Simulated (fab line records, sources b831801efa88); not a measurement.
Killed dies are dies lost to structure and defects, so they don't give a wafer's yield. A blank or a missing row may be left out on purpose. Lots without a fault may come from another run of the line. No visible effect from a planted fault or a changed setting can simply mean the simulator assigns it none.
What tool caused it?	flow sky130	Sampling: 11 lots, 33 wafers, 6 of 708 route steps

WHAT THE GAUGES SHOWED, per wafer
SKY_NWELL_TW_MEAS_26.
lot	measured	on	NWELL_2_TW
L793	day 5 17:08	filmMetro-01	498 497 497
L794	day 5 19:20	filmMetro-04	498 495 495
L795	day 5 23:25	filmMetro-04	496 494 496
L796	day 6 05:41	filmMetro-01	494 496 494
L800	day 7 04:58	filmMetro-01	494 494 492
L801	day 7 15:02	filmMetro-01	491 489 490
L809	day 9 16:12	filmMetro-03	497 497 494
L810	day 10 00:50	filmMetro-03	492 493 493
L812	day 10 12:38	filmMetro-03	493 491 492
L813	day 10 17:02	filmMetro-04	487 486 486
L815	day 11 02:29	filmMetro-04	489 489 489

SKY_SPACER_THK_MEAS_01.
lot	measured	on	SPACER_CVD_00_THK (nm)
L793	day 23 10:40	filmMetro-03	42.7 42.3 42.7
L794	day 23 18:23	filmMetro-04	43.7 43.3 43.3
L795	day 24 09:44	filmMetro-01	43.1 42.6 42.9
L796	day 24 08:32	filmMetro-01	42.7 42.7 43.0
L800	day 25 20:07	filmMetro-01	37.4 37.4 37.4
L801	day 26 06:03	filmMetro-04	37.5 37.2 37.1
L809	day 29 03:05	filmMetro-01	43.4 43.2 43.0
L810	day 29 15:05	filmMetro-01	43.1 43.0 42.8
L812	day 30 12:35	filmMetro-01	42.8 42.7 42.8
L813	day 31 01:40	filmMetro-03	42.8 42.9 43.4
L815	day 31 01:40	filmMetro-01	42.9 43.0 42.8

SKY_LOCAL_INTERCONNECT_OVL_MEAS_12.
lot	measured	on	LOCAL_INTERCONNECT_OVL (nm)
L793	day 30 19:58	overlay-02	-4 -4 1
L794	day 31 06:08	overlay-02	3 6 2
L795	day 31 17:25	overlay-01	6 3 2
L796	day 31 14:07	overlay-02	-7 -1 1
L800	day 33 00:43	overlay-02	-1 5 -4
L801	day 33 09:00	overlay-02	-6 -5 0
L809	day 36 02:51	overlay-02	2 -2 -4
L810	day 36 15:02	overlay-01	-2 1 2
L812	day 37 09:45	overlay-01	-3 -6 4
L813	day 37 21:56	overlay-02	8 7 2
L815	day 37 20:34	overlay-01	6 6 3

TOOL THAT RAN EACH LOT (tool first, then ch and the chambers of the sampled wafers, then the start)
lot	SKY_SPACER_CVD_00	SKY_SPACER_ETCHBACK_02	SKY_POLY_CUT_ETCH_11
L793	lpcvd-02 ch 1, day 23 09:27	rieDiel-01 ch 0,2, day 23 10:43	rieDiel-03 ch 0,1,2, day 24 17:12
L794	lpcvd-02 ch 1, day 23 17:11	rieDiel-02 ch 0,1,2, day 23 18:26	rieDiel-04 ch 0,1,2, day 25 01:29
L795	lpcvd-02 ch 0, day 24 08:32	rieDiel-02 ch 0,2,3, day 24 09:48	rieDiel-01 ch 0,2,3, day 25 15:08
L796	lpcvd-02 ch 1, day 24 07:20	rieDiel-03 ch 0,1,3, day 24 08:36	rieDiel-03 ch 1,2, day 25 14:15
L800	lpcvd-02 ch 1, day 25 18:54	rieDiel-01 ch 0,1,2, day 25 20:10	rieDiel-04 ch 1,2, day 27 01:35
L801	lpcvd-02 ch 1, day 26 04:51	rieDiel-01 ch 0,1,2, day 26 06:07	rieDiel-01 ch 0,3, day 27 10:39
L809	lpcvd-02 ch 0, day 29 01:53	rieDiel-03 ch 1,2, day 29 03:08	rieDiel-04 ch 2,3, day 30 07:45
L810	lpcvd-02 ch 0, day 29 13:53	rieDiel-02 ch 0,1, day 29 15:09	rieDiel-04 ch 0,1, day 30 19:15
L812	lpcvd-02 ch 0, day 30 11:23	rieDiel-03 ch 0,1,3, day 30 12:38	rieDiel-01 ch 2,3, day 31 17:03
L813	lpcvd-02 ch 1, day 31 00:27	rieDiel-03 ch 0,2,3, day 31 01:43	rieDiel-01 ch 0,2, day 32 05:33
L815	lpcvd-02 ch 1, day 31 00:27	rieDiel-01 ch 0,2,3, day 31 01:43	rieDiel-03 ch 0,1,2, day 32 04:57
- SKY_SPACER_CVD_00: deposits Si3N4 from DCS/NH3, target thk 43.1 nm, time 740 s.
- SKY_SPACER_ETCHBACK_02: etches Si3N4 in CH3F/O2, stops on SiO2, time 46.7 s, target depth 45 nm.
- SKY_POLY_CUT_ETCH_11: etches Si3N4 in CF4/CH2F2/Ar, stops on poly-Si, time 42.5 s, target depth 60 nm.

WHAT THE TOOLS THEMSELVES READ (means of the sampled wafers that have a number; where no wafer has one, the mark that the record gives instead)
SKY_SPACER_CVD_00.
lot	tool	pressureMtorr (mTorr)
L793	lpcvd-02	249.9
L794	lpcvd-02	250.6
L795	lpcvd-02	250.1
L796	lpcvd-02	250.2
L800	lpcvd-02	249.4
L801	lpcvd-02	250.7
L809	lpcvd-02	249.9
L810	lpcvd-02	249.6
L812	lpcvd-02	249.8
L813	lpcvd-02	250.5
L815	lpcvd-02	250.8

SKY_SPACER_ETCHBACK_02.
lot	tool	drypumpMotorCurrentA (A)	oesProductAu (a.u.)	throttleValvePct (%)
L793	rieDiel-01	5.8	0.853	10.566
L794	rieDiel-02	5.6	0.858	10.560
L795	rieDiel-02	5.7	0.851	10.560
L796	rieDiel-03	5.3	0.853	10.552
L800	rieDiel-01	5.6	0.787	10.553
L801	rieDiel-01	5.6	0.789	10.545
L809	rieDiel-03	5.6	0.857	10.557
L810	rieDiel-02	5.5	0.857	10.565
L812	rieDiel-03	5.3	0.848	10.557
L813	rieDiel-03	5.7	0.854	10.562
L815	rieDiel-01	5.8	0.850	10.557

SKY_POLY_CUT_ETCH_11.
lot	tool	drypumpMotorCurrentA (A)	oesProductAu (a.u.)	throttleValvePct (%)
L793	rieDiel-03	5.7	0.831	15.003
L794	rieDiel-04	5.7	0.836	14.996
L795	rieDiel-01	5.8	0.833	14.993
L796	rieDiel-03	5.9	0.827	14.988
L800	rieDiel-04	5.9	0.825	14.985
L801	rieDiel-01	5.8	0.830	15.006
L809	rieDiel-04	5.9	0.825	14.991
L810	rieDiel-04	5.6	0.831	14.990
L812	rieDiel-01	5.9	0.814	14.998
L813	rieDiel-01	5.8	0.827	14.997
L815	rieDiel-03	5.7	0.834	14.993

THE ANSWER, worked out from the rows above alone
Rule: what is usual is taken from the lots themselves. Put in order of their means at a reading, lots are off if they are a third of the lots or fewer, leave a main group of 4 or more, and stand apart from it by a gap of 3 or more times the standard deviation of the main group's means; of several such gaps the widest counts. If all means in a main group match to the digits the tables above print for the reading, that group is not used. A lot without any number at a reading at which 4 lots or more have one is off too. The other lots that the step has rows for count as sound. After the gauges, taken in route order, come the tools' own readings; for these a lot's mean is taken, as printed above. The first step at which some lot is off is used, and at that step the reading that is off furthest; a lot without a number counts as furthest.
Off: L800, L801, at SKY_SPACER_THK_MEAS_01 (SPACER_CVD_00_THK). The main group: mean 42.9 nm, standard deviation 0.24.
If a tool, at a process step before that reading, ran all the lots that are off and no sound lot after the first of them, it fits. Not tried: the gauges at SKY_SPACER_THK_MEAS_01; whatever is off there is also off at SKY_SPACER_ETCHBACK_02, on other tools, and gauge error can't account for it. None of those tried fits.

WHAT THE SIMULATOR PUT IN
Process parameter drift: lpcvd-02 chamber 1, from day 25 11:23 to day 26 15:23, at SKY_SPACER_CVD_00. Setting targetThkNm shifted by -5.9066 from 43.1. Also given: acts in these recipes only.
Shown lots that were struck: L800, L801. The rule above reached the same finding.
